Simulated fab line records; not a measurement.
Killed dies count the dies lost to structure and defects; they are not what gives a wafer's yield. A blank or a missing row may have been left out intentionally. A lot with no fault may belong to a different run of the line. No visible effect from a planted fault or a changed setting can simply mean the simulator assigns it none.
A struck lot beside a sound one ; flow sky130 ; 16 out of 708 route steps
Sound: the wafers L125.1, L125.4, L125.5. Struck: wafer L135.6 (left out: L135.2, L135.4 of the same lot, which were not struck); the cause appears at the end.
At each step with rows: each side's tool, then ch and its chambers, then its first start. Under that, the readings that differ: sound wafers ; struck wafers ; difference of the means ; sigmas: that difference in standard deviations of wafers without a fault.
alike: same words and numbers on both sides, and readings whose means sit less than 2 such deviations apart. not compared: any withheld reading, any reading some wafer has no value for, any bound like >300 that may hide the same value, and any number with overlapping values for which the record gives no deviation.
A row with sigmas, a row that says differs or no value, or rows on one side alone: a step with any of these is where the two part. When numbers do not overlap yet have no deviation, they are printed without sigmas and do not part them. A reading missing from all wafers of one side parts the sides only when that side holds two or more wafers.

SKY_SD_N_OVL_MEAS_08:
  sound: overlay-02 at day 29 15:31; struck: overlay-02 at day 33 03:08
  alike: SD_N_OVL
then, 2 steps without rows for these wafers: SKY_SD_N_IMPLANT_09; SKY_SD_N_IMPLANT_10.
SKY_SD_N_STRIP_11: strips in O2/N2.
  sound on plasma-asher-04 ch 0,1, day 29 15:51; struck on plasma-asher-01 ch 1, day 33 03:28
  alike: drypump-motor-current-A, oes-product-au, strip-time-to-endpoint-s
  not compared: rf-hours-counter-h
SKY_SD_N_TW_MEAS_12:
  sound: film-metro-02 at day 29 15:57; struck: film-metro-04 at day 33 03:34
  alike: SD_N_TW
then, 1 step without rows for these wafers: SKY_SD_N_CLEAN_13 (cleans in SC1/SC2, time 150 s).
SKY_SD_N_RTA_14: time 2 s.
  sound on rtp-anneal-01 ch 0, day 29 16:04; struck on rtp-anneal-01 ch 0, day 33 03:41
  alike: lamp-power-pct, wafer_temp_C_max
SKY_SD_N_RS_MEAS_16: measurement is done with a four-point probe.
  sound: film-metro-03 at day 29 16:14; struck: film-metro-04 at day 33 03:53
  alike: SD_N_RS
SKY_SD_N_RS_MEAS_17: measurement is done with a four-point probe.
  sound: film-metro-03 at day 29 16:22; struck: film-metro-04 at day 33 04:01
  alike: SD_P_RS
SKY_SD_N_RS_MEAS_18: measurement is done with a four-point probe.
  sound: film-metro-03 at day 29 16:29; struck: film-metro-04 at day 33 04:08
  alike: RES_XHIGH_RS
then, 1 step without rows for these wafers: SKY_SALICIDE_CLEAN_00 (cleans in HF-last, time 30 s).
SKY_LI_CONTACT_HDPCVD_00: deposits PSG, target thk 930 nm, time 155 s.
  sound on hdpcvd-02 ch 0, day 29 16:37; struck on hdpcvd-02 ch 2, day 33 04:15
reading;sound;struck;difference;sigmas
run-length-s (s);183.5 183.8 183.8;194.8;+11.1;+19
model.PSG_of_LI_CONTACT_HDPCVD_00.thk-nm (nm);917.1 917.3 916.6;996.7;+79.7;
SKY_LI_CONTACT_THK_MEAS_01:
  sound: film-metro-02 at day 29 16:46; struck: film-metro-03 at day 33 04:22
reading;sound;struck;difference;sigmas
LI_CONTACT_HDPCVD_THK (nm);918 918 917;998;+80;+8
SKY_LI_CONTACT_CMP_02: polishes PSG.
  sound on cmp-02 ch 0,2,3, day 29 16:50; struck on cmp-01 ch 0, day 33 04:28
reading;sound;struck;difference;sigmas
time-to-endpoint-s (s);32.0 32.5 30.4;41.6;+10.0;+5
  alike: motor-current-A
SKY_LI_CONTACT_BOW_MEAS_03:
  sound: film-metro-04 at day 29 17:08; struck: film-metro-03 at day 33 04:44
  alike: LI_CONTACT_BOW
SKY_PAD_OPEN_PROBE_99:
  the record has rows for the sound wafers here (prober-01, day 47 00:29) and none for the struck ones

WHERE THEY PART
At SKY_LI_CONTACT_HDPCVD_00 first; at SKY_PAD_OPEN_PROBE_99 last (within this record only).

WHY: what the simulator had put in
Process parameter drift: hdpcvd-02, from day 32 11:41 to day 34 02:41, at SKY_LI_CONTACT_HDPCVD_00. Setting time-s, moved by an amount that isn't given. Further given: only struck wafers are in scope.
